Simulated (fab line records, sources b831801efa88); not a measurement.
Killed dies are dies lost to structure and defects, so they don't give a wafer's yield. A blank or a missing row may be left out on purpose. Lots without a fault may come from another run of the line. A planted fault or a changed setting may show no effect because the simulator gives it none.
Tool commonality check | flow sfq_line | 14 lots, 42 wafers sampled

WHY IT WAS OPENED
At SFQ_L0_RS_MEAS_901 the reading L0_MONX_KI_RS is flagged on 2 of 14 lots. Wafers without a fault read 43.5 ohm/sq, standard deviation 0.37.
Rule: a lot is flagged when every wafer of it that has a number lies more than 4 standard deviations from that mean, or none has a number. The other lots count as sound.

lot  | measured    | on            | L0_MONX_KI_RS (ohm/sq), wafer by wafer | flag
L794 | day 1 12:36 | film_metro-02 | 44.0 44.0 43.8                         |
L795 | day 1 17:36 | film_metro-02 | 43.2 43.2 43.0                         |
L796 | day 1 22:34 | film_metro-04 | 44.1 43.4 43.9                         |
L797 | day 2 03:48 | film_metro-02 | 21.5 21.4 21.6                         | FLAGGED
L801 | day 2 23:36 | film_metro-03 | 43.3 43.0 42.9                         |
L802 | day 3 04:35 | film_metro-03 | 42.8 43.0 43.2                         |
L807 | day 4 05:52 | film_metro-02 | 22.0 21.9 21.9                         | FLAGGED
L809 | day 4 15:36 | film_metro-03 | 44.1 43.9 44.2                         |
L810 | day 4 20:36 | film_metro-02 | 43.5 43.4 43.5                         |
L812 | day 5 06:35 | film_metro-02 | 43.0 43.1 43.2                         |
L813 | day 5 11:35 | film_metro-02 | 43.4 43.9 43.8                         |
L814 | day 5 16:34 | film_metro-02 | 42.6 43.2 43.0                         |
L815 | day 5 21:36 | film_metro-03 | 43.4 43.5 43.5                         |
L817 | day 6 07:34 | film_metro-04 | 43.0 43.5 43.5                         |
The numbers of the flagged lots are 21.7 ohm/sq on average: -21.8 ohm/sq against the usual, or -59 standard deviations.

WHICH TOOL RAN EACH LOT
The record holds 1 process step before the reading, out of a route of 325 steps. In each cell: the tool, then ch and the chambers that the sampled wafers went through, then the start.
lot  | flag    | SFQ_TRILAYER_L0_DEP_SPUTTER_003
L794 |         | pvd_sputter-03, day 1 12:29
L795 |         | pvd_sputter-04, day 1 17:29
L796 |         | pvd_sputter-04, day 1 22:29
L797 | FLAGGED | pvd_sputter-03, day 2 03:29
L801 |         | pvd_sputter-04, day 2 23:29
L802 |         | pvd_sputter-04, day 3 04:29
L807 | FLAGGED | pvd_sputter-05, day 4 05:29
L809 |         | pvd_sputter-05, day 4 15:29
L810 |         | pvd_sputter-05, day 4 20:29
L812 |         | pvd_sputter-04, day 5 06:29
L813 |         | pvd_sputter-05, day 5 11:29
L814 |         | pvd_sputter-03, day 5 16:29
L815 |         | pvd_sputter-03, day 5 21:29
L817 |         | pvd_sputter-05, day 6 07:29
What these steps do:
- SFQ_TRILAYER_L0_DEP_SPUTTER_003: material MoNx KI, target thk 40 nm, time 100 s.
- SFQ_L0_RS_MEAS_901: measures by four-point-probe.

FLAGGED OVER TOTAL, TOOL BY TOOL (the gauges that took the reading come last)
step                            | tool           | lots run | flagged | share of the flagged lots | sound lots run after its first flagged lot
SFQ_TRILAYER_L0_DEP_SPUTTER_003 | pvd_sputter-03 | 4        | 1       | some                      | 2 (L814,L815)
SFQ_TRILAYER_L0_DEP_SPUTTER_003 | pvd_sputter-04 | 5        | 0       | none                      | -
SFQ_TRILAYER_L0_DEP_SPUTTER_003 | pvd_sputter-05 | 5        | 1       | some                      | 4 (L809,L810,L813,L817)
SFQ_L0_RS_MEAS_901              | film_metro-02  | 8        | 2       | all                       | 4 (L810,L812,L813,L814)
SFQ_L0_RS_MEAS_901              | film_metro-03  | 4        | 0       | none                      | -
SFQ_L0_RS_MEAS_901              | film_metro-04  | 2        | 0       | none                      | -

WHAT THE TABLE ALLOWS
1 row of the table ran every flagged lot: film_metro-02 at SFQ_L0_RS_MEAS_901.
- film_metro-02 at SFQ_L0_RS_MEAS_901: 2 of its 8 lots flagged. Sound lots ran on it after the first flagged one (L810, L812, L813, L814), which a lasting fault on the whole tool wouldn't allow.
No row of the table ran every flagged lot and no sound lot after the first.

WHAT THE SIMULATOR HAD PUT IN
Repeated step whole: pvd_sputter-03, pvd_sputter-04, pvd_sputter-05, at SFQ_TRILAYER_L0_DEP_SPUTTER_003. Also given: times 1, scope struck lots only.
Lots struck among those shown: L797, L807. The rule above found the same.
